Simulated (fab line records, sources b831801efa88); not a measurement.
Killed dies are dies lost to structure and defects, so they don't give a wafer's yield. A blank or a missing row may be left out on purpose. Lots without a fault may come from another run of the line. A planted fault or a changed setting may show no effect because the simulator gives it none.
A struck lot beside a sound one | flow sfq_line | 20 steps out of a route of 325
Sound: wafers L866.1, L866.2, L866.3. Struck: wafers L880.2, L880.4, L880.6. The cause comes at the end.
At each step with rows: each side's tool, then ch and its chambers, then its first start. Under that, the readings that differ: sound wafers | struck wafers | difference of the means | sigmas: that difference in standard deviations of wafers without a fault.
alike: readings whose means differ by less than 2 such deviations, and words and numbers that are the same on both sides. not compared: withheld readings, readings that some wafer has no value for, bounds like >300 that may hide the same value, and numbers for which the record gives no deviation and whose values overlap.
The two part at a step that has a row with sigmas, a row that says differs or no value, or rows on one side only. Numbers that don't overlap but have no deviation are shown without sigmas and don't part them. A reading that every wafer of one side lacks parts them only if that side has two wafers or more.

first, 2 steps without rows for these wafers: SFQ_TRILAYER_I3_VIA_LITHO_PEB_088 (peb time 60 s); SFQ_TRILAYER_I3_VIA_LITHO_DEVELOP_087 (time 60 s).
SFQ_I3_OVL_MEAS_923:
  sound on overlay-01, day 35 19:37; struck on overlay-01, day 40 06:14
  alike: I3_OVL
SFQ_TRILAYER_I3_VIA_BARC_OPEN_VIA_ETCH_121: etches BARC in O2, target depth 125 nm, time 41.7 s.
  sound on rie_diel-04 ch 0,1,2, day 35 19:40; struck on rie_diel-03 ch 1,2, day 40 06:16
  alike: drypump_motor_current_A, oes_product_au
  not compared: rf_hours_counter_h
SFQ_TRILAYER_I3_VIA_ETCH_VIA_ETCH_088: etches SiO2 in CHF3, stops on Nb, target depth 260 nm.
  sound on rie_diel-04 ch 0,1,2, day 35 19:42; struck on rie_diel-03 ch 1,2, day 40 06:18
  alike: drypump_motor_current_A, oes_product_au
SFQ_TRILAYER_I3_VIA_STRIP_STRIP_089: strips in O2.
  sound on rie_metal-02 ch 0,1, day 35 19:49; struck on rie_metal-02 ch 0,1, day 40 06:25
  alike: drypump_motor_current_A, oes_product_au
  not compared: rf_hours_counter_h
then, 2 steps without rows for these wafers: SFQ_TRILAYER_I3_VIA_STRIP_SOLV_CLEAN_090 (cleans in NMP, time 600 s); SFQ_TRILAYER_M4_DEP_PRE_CLEAN_092 (time 22.5 s).
SFQ_TRILAYER_M4_DEP_SPUTTER_091: material Nb, target thk 200 nm, time 133.3 s.
  sound on pvd_sputter-03, day 35 20:37; struck on pvd_sputter-05, day 40 07:14
  alike: substrate_temp_c, throttle_valve_pct
SFQ_M4_RS_MEAS_924: measures by four-point-probe.
  sound on film_metro-03, day 35 20:43; struck on film_metro-01, day 40 07:20
  alike: M4_NB_RS
then, 1 step without rows for these wafers: SFQ_TRILAYER_M4_LITHO_COAT_098 (resist thk 62 nm).
SFQ_TRILAYER_M4_LITHO_COAT_093: resist thk 600 nm.
  sound on litho_track-01 ch 0, day 35 21:11; struck on litho_track-03 ch 0, day 40 07:51
  reading                                             | sound           | struck            | difference | sigmas
  model.KrF_of_TRILAYER_M4_LITHO_COAT_093.thk_nm (nm) | 601.8 600.5 602 | 653.9 652.1 652.3 | +51.3      |
then, 4 steps without rows for these wafers: SFQ_TRILAYER_M4_LITHO_SOFTBAKE_097; SFQ_TRILAYER_M4_LITHO_EXPOSE_094 (exposes mask M4, target cd 500 nm); SFQ_TRILAYER_M4_LITHO_PEB_096 (peb time 60 s); SFQ_TRILAYER_M4_LITHO_DEVELOP_095 (time 60 s).
SFQ_M4_OVL_MEAS_926:
  sound on overlay-01, day 38 01:02; struck on overlay-01, day 41 05:17
  alike: M4_OVL
then, 1 step without rows for these wafers: SFQ_TRILAYER_M4_BARC_OPEN_METAL_ETCH_123 (etches BARC in O2, target depth 125 nm, time 41.7 s).
SFQ_TRILAYER_M4_ETCH_METAL_ETCH_096: etches Nb in Cl2/Ar, stops on SiO2, target depth 240 nm, time 120 s.
  sound on rie_metal-02 ch 1, day 38 01:11; struck on rie_metal-02 ch 0,1, day 41 05:23
  reading                                             | sound             | struck          | difference | sigmas
  model.KrF_of_TRILAYER_M4_LITHO_COAT_093.thk_nm (nm) | 385.6 384.9 386.7 | 433 437.4 438.9 | +51        |
  alike: drypump_motor_current_A, oes_product_au
  not compared: rf_hours_counter_h
SFQ_TRILAYER_M4_STRIP_STRIP_097: strips in O2.
  sound on rie_metal-02 ch 1, day 38 01:26; struck on rie_metal-02 ch 0,1, day 41 05:31
  alike: drypump_motor_current_A, oes_product_au
  not compared: rf_hours_counter_h

WHERE THEY PART
Nowhere in this record.

WHY: what the simulator had put in
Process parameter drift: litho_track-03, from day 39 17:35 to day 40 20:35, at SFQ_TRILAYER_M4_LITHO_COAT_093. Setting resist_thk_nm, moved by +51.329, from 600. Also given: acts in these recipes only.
